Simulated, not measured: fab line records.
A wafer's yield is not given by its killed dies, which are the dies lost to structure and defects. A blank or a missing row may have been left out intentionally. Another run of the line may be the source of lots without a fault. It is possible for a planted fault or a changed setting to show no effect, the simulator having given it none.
Comparing a struck lot with a sound one    flow sky130    29 steps out of a route of 708
Sound: wafers L643.3, L643.4, L643.5. Wafers struck: L631.4, L631.5, L631.6. The cause is given at the end.
Each step with rows lists, per side, the tool, then ch with its chambers, then its first start. Under that, the readings that differ: sound wafers    struck wafers    difference of the means    sigmas: that difference in standard deviations of wafers without a fault.
alike: a reading whose means differ by less than 2 such deviations, as well as words and numbers matching on both sides. not compared: withheld readings; readings where some wafer has no value; bounds like >300 that might hide an equal value; numbers whose values overlap and for which the record gives no deviation.
The two part at a step that has a row with sigmas, a row that says differs or no value, or rows on one side only. Numbers that don't overlap but have no deviation are shown without sigmas and don't part them. Lack of a reading on every wafer of one side parts them only where that side has two or more wafers.

first, 6 steps without rows for these wafers: SKY_SD_N_IMPLANT_09; SKY_SD_N_IMPLANT_10; SKY_SD_N_STRIP_11 (strips in O2/N2); SKY_SD_N_CLEAN_13 (cleans in SC1/SC2, time 150 s); SKY_SD_N_RTA_14 (time 2 s); SKY_SALICIDE_CLEAN_00 (cleans in HF-last, time 30 s).
SKY_LI_CONTACT_HDPCVD_00: deposits PSG, target thk 930 nm, time 155 s.
  sound on hdpcvd-02 ch 0,1,2, day 35 11:44; struck on hdpcvd-01 ch 1,2, day 31 23:02
  alike: pressure-mtorr, susceptor-temp-C
then, 21 steps without rows for these wafers: SKY_LI_CONTACT_CMP_02 (polishes PSG); SKY_LI_CONTACT_DEHYDRATE_04 (time 60 s); SKY_LI_CONTACT_HMDS_05 (prime time 60 s); SKY_LI_CONTACT_COAT_06 (resist thk 60 nm); SKY_LI_CONTACT_COAT_07 (resist thk 450 nm); SKY_LI_CONTACT_SOFTBAKE_08 (time 92.71 s); SKY_LI_CONTACT_EXPOSE_09 (exposes mask LICM1, target cd 170 nm); SKY_LI_CONTACT_PEB_10; SKY_LI_CONTACT_DEVELOP_11 (develop time 60 s); SKY_LI_CONTACT_ETCH_14 (etches BARC in N2/H2, stops on SiO2, time 45.9 s, target depth 60 nm); SKY_LI_CONTACT_ETCH_15 (etches PSG in C4F8/O2/Ar, stops on Si, target depth 600 nm); SKY_LI_CONTACT_STRIP_16 (strips in O2/N2); SKY_LI_CONTACT_CLEAN_17 (cleans in NMP, time 600 s); SKY_LI_CONTACT_PRE_CLEAN_18 (time 5.6 s); SKY_LI_CONTACT_SPUTTER_19 (material Ti, target thk 20 nm, time 106.37 s); SKY_LI_CONTACT_SPUTTER_20 (material TiN, target thk 20 nm, time 80 s); SKY_LI_CONTACT_CVD_21 (deposits W, target thk 400 nm, time 120.56 s); SKY_LI_CONTACT_CMP_24 (polishes, stops on PSG, t overpolish 20 s, target thk 0 nm); SKY_LOCAL_INTERCONNECT_SPUTTER_00 (material TiN, target thk 100 nm, time 83.3 s); SKY_LOCAL_INTERCONNECT_DEHYDRATE_03 (time 60 s); SKY_LOCAL_INTERCONNECT_HMDS_04 (prime time 60 s).
-- the record jumps here: 17 days lie between the struck wafers' starts before and after (it left off in module LOCAL_INTERCONNECT and takes up again in module PAD_OPEN, whose first step shown is number 708 of the route) --
SKY_PAD_OPEN_PROBE_99:
  the record has rows for the struck wafers here (prober-01, day 48 19:37) and none for the sound ones

== WHERE THEY PART ==
Within this record, at SKY_PAD_OPEN_PROBE_99 only.

WHY: what had been put in by the simulator
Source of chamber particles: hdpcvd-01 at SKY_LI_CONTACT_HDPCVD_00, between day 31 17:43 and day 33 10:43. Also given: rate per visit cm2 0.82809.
